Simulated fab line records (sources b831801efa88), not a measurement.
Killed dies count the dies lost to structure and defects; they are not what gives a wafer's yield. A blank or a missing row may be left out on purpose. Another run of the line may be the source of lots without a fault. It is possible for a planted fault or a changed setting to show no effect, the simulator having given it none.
Matching of chambers    flow gf180mcu    GF_CONTACT_CMP_04 on cmp-02 has 4 sister chambers
The step polishes SiO2. 8 wafers are shown with their chamber, then 7 later ones without.

WAFERS PAIRED WITH THEIR CHAMBERS
wafer   chamber  motor current A (A)  retaining ring pressure frac
L258.4  3        14.3                 0.993
L259.2  0        14.1                 0.992
L260.2  2        13.6                 1.005
L260.3  1        10.9                 0.993
L260.5  1        11.8                 0.997
L261.1  3        15.2                 0.993
L261.4  2        13.6                 0.999
L261.5  0        13.4                 0.988

WAFERS WHOSE CHAMBER IS MISSING
wafer   motor current A (A)  retaining ring pressure frac
L263.4  13.3                 0.995
L263.5  14.3                 0.997
L263.6  13.3                 0.998
L272.3  12.9                 0.996
L272.5  13.6                 1.004
L273.3  15.4                 1.002
L273.6  13.3                 0.996

THE CHAMBER EACH PASSED THROUGH
wafer    from the rows above                 in truth
L263.4   can't be placed: 0 or 2 or 3 or 1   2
L263.5   can't be placed: 3 or 2 or 0        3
L263.6   can't be placed: 2 or 0 or 3        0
L272.3   can't be placed: 2 or 0 or 1 or 3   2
L272.5   2                                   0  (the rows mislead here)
L273.3   can't be placed: 3 or 2 or 0        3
L273.6   can't be placed: 2 or 0 or 3 or 1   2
Correct placement for 0 of the 7. Unplaceable from these rows: 6, with the true chamber sitting among the candidates in 6. Wrongly placed: 1.
How it was worked out, from the rows above alone: a wafer's distance from a chamber is the root of the sum, over the readings, of the square of ((its reading less the chamber's mean) divided by the reading's scatter). The wafer belongs to the nearest chamber; if the next one is less than 2 further off, it can't be placed. Each chamber's mean is taken over the wafers shown for it. The scatter: take each reading less its chamber's mean, square it, sum over the shown wafers, divide by the number of wafers less the number of chambers, and take the root.
